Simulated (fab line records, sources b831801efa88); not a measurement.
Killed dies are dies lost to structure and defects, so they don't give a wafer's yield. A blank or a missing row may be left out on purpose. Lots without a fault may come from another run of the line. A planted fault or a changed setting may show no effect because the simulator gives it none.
A struck lot beside a sound one | flow sky130 | 15 steps out of a route of 708
Sound: wafers L393.3, L393.5, L393.6. Struck: wafer L406.4. (L406.1, L406.6 of the same lot were not struck and are left out.) The cause comes at the end.
At each step with rows: each side's tool, then ch and its chambers, then its first start. Under that, the readings that differ: sound wafers | struck wafers | difference of the means | sigmas: that difference in standard deviations of wafers without a fault.
alike: readings whose means differ by less than 2 such deviations, and words and numbers that are the same on both sides. not compared: withheld readings, readings that some wafer has no value for, bounds like >300 that may hide the same value, and numbers for which the record gives no deviation and whose values overlap.
The two part at a step that has a row with sigmas, a row that says differs or no value, or rows on one side only. Numbers that don't overlap but have no deviation are shown without sigmas and don't part them. A reading that every wafer of one side lacks parts them only if that side has two wafers or more.

SKY_CAPM_SPUTTER_02: material TiN, target thk 200 nm, time 166.7 s.
  sound on pvd_sputter-03, day 37 20:06; struck on pvd_sputter-03, day 41 07:41
  alike: throttle_valve_pct
SKY_CAPM_RS_MEAS_03: measures by four-point-probe.
  sound on film_metro-04, day 37 20:15; struck on film_metro-03, day 41 07:48
  alike: CAPM_TIN_RS
SKY_CAPM_THK_MEAS_04: measures by xrf.
  sound on film_metro-04, day 37 20:21; struck on film_metro-03, day 41 07:55
  alike: CAPM_TIN_THK
then, 7 steps without rows for these wafers: SKY_CAPM_DEHYDRATE_05 (time 60 s); SKY_CAPM_HMDS_06 (prime time 60 s); SKY_CAPM_COAT_07 (resist thk 1140 nm); SKY_CAPM_SOFTBAKE_08 (time 60 s); SKY_CAPM_EXPOSE_09 (exposes mask CAPM, target cd 1000 nm); SKY_CAPM_PEB_10; SKY_CAPM_DEVELOP_11 (develop time 60 s).
SKY_CAPM_OVL_MEAS_12:
  sound on overlay-01, day 38 21:07; struck on overlay-01, day 42 07:31
  reading       | sound          | struck | difference | sigmas
  CAPM_OVL (nm) | -3.0 -0.7 -0.1 | 1.7    | +3.0       | +2
SKY_CAPM_METAL_ETCH_13: etches TiN in Cl2/BCl3, stops on SiO2, target depth 220 nm, time 62.9 s.
  sound on rie_metal-03 ch 0,1, day 38 21:10; struck on rie_metal-01 ch 0, day 42 07:34
  alike: drypump_motor_current_A, he_backside_leak_sccm, oes_product_au, rf_fwd_power_W, throttle_valve_pct
  not compared: rf_hours_counter_h
SKY_CAPM_STRIP_14: strips in O2/N2.
  sound on plasma_asher-02 ch 0,1, day 38 21:14; struck on plasma_asher-01 ch 0, day 42 07:38
  reading             | sound             | struck | difference | sigmas
  n2_flow_sccm (sccm) | 299.6 299.1 299.1 | 360.2  | +60.9      | +69
  alike: drypump_motor_current_A, oes_product_au, strip_time_to_endpoint_s
  not compared: rf_hours_counter_h
then, 1 step without rows for these wafers: SKY_CAPM_STRIP_15 (strips in post etch residue remover, time 1200 s).
-- the record jumps here: 7 days lie between the struck wafers' starts before and after (it left off in module CAPM and takes up again in module PAD_OPEN, whose first step shown is number 708 of the route) --
SKY_PAD_OPEN_PROBE_99:
  sound on prober-01, day 46 21:28; struck on prober-02, day 49 14:56
  reading      | sound    | struck | difference | sigmas
  killed_short | 33 34 37 | 19     | -16        | -2
  alike: defect_limited_yield, killed_at_M0_to_M3, killed_at_M4_up, killed_at_contacts, killed_at_front_end, killed_at_other, killed_dies, killed_open, sort_bin_3_pad_short, sort_bin_5_function, sort_bin_6_memory, sort_n_pass, sort_yield_pct

WHERE THEY PART
First at SKY_CAPM_OVL_MEAS_12; last, within this record, at SKY_PAD_OPEN_PROBE_99.

WHY: what the simulator had put in
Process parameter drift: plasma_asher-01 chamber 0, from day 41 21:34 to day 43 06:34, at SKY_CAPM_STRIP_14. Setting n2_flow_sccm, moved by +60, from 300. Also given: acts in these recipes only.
